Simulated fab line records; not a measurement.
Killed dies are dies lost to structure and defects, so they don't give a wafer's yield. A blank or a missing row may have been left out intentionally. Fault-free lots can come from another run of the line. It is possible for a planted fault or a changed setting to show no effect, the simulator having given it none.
A struck lot beside a sound one | flow gf180mcu | 19 steps out of a route of 602
Sound: wafers L972.1, L972.3, L972.4. Struck: wafers L960.1, L960.2, L960.3. The cause is given at the end.
Order at every step that has rows: each side's tool, ch and its chambers, its first start. Under that, the readings that differ: sound wafers | struck wafers | difference of the means | sigmas: that difference in standard deviations of wafers without a fault.
alike: words and numbers the same on both sides, and readings whose means are apart by under 2 such deviations; not compared: readings that were withheld, readings missing a value for some wafer, numbers with overlapping values and no deviation given by the record, and bounds like >300 which may hide the same value.
A row with sigmas, a row that says differs or no value, or rows on one side alone: a step with any of these is where the two part. Non-overlapping numbers with no deviation appear without sigmas and do not part them. Lack of a reading on every wafer of one side parts them only where that side has two or more wafers.

first, 1 step without rows for these wafers: GF_STI_CVD_23 (deposits SiO2, target thk 650 nm, time 108.3 s).
GF_STI_THK_MEAS_24:
  sound: film metro-01 at day 5 09:35; struck: film metro-01 at day 2 19:01
  alike: STI_CVD_23_THK
GF_STI_CMP_25: polishes, stops on Si3N4, t overpolish 33 s, target thk 524.6 nm.
  sound on cmp-02 ch 1,2,3, day 5 09:49; struck on cmp-01 ch 0,2,3, day 2 19:08
  alike: motor current A, overpolish run s, time to endpoint s
then, 4 steps without rows for these wafers: GF_STI_WET_ETCH_26 (etches SiO2 in dHF, target depth 94 nm, time 188 s); GF_STI_WET_ETCH_27 (etches Si3N4 in H3PO4, target depth 160 nm, time 1825 s); GF_STI_WET_ETCH_28 (etches SiO2 in dHF, target depth 20 nm, time 40 s); GF_STI_OXIDATION_29 (stabilise 600 s, purge 300 s, target thk 10 nm).
GF_STI_THK_MEAS_30:
  sound: film metro-03 at day 5 12:08; struck: film metro-02 at day 2 21:47
  alike: STI_OXIDATION_02_THK
then, 4 steps without rows for these wafers: GF_DNWELL_DEHYDRATE_00 (time 60 s); GF_DNWELL_HMDS_01 (prime time 60 s); GF_DNWELL_COAT_02 (resist thk 3000 nm); GF_DNWELL_SOFTBAKE_03.
GF_DNWELL_EXPOSE_04: exposes mask DNWELL, target cd 1700 nm.
  struck on iline stepper-01, day 3 04:25; sound on iline stepper-02 ch 0, day 5 20:07
  no value came back on the struck wafers for exposure dose mJ cm2, focus offset nm (nm), stage vel mm s (mm/s); on the sound wafers exposure dose mJ cm2 reads 260.29 260.20 259.98
  alike: mask
then, 3 steps without rows for these wafers: GF_DNWELL_PEB_05; GF_DNWELL_DEVELOP_06 (develop time 60 s); GF_DNWELL_IMPLANT_07.
GF_DNWELL_STRIP_08: strips in O2/N2.
  sound on plasma asher-03 ch 0,1, day 6 03:50; struck on plasma asher-01 ch 0,1, day 3 10:46
  alike: drypump motor current A, heater power w, oes product au, strip time to endpoint s
  not compared: rf hours counter h
GF_DNWELL_TW_MEAS_09:
  sound: film metro-03 at day 6 03:56; struck: film metro-04 at day 3 10:52
  reading   | sound          | struck   | difference | sigmas
  DNWELL_TW | 1365 1357 1364 | 31 31 31 | -1331      | -99 or more
then, 1 step without rows for these wafers: GF_NWELL_DEHYDRATE_00 (time 60 s).

WHERE THEY PART
Last at GF_DNWELL_TW_MEAS_09 as far as this record goes, first at GF_DNWELL_EXPOSE_04.

WHY: what the simulator had put in
Beginning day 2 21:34, the whole step at GF_DNWELL_EXPOSE_04 was skipped on iline stepper-01. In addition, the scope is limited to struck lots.
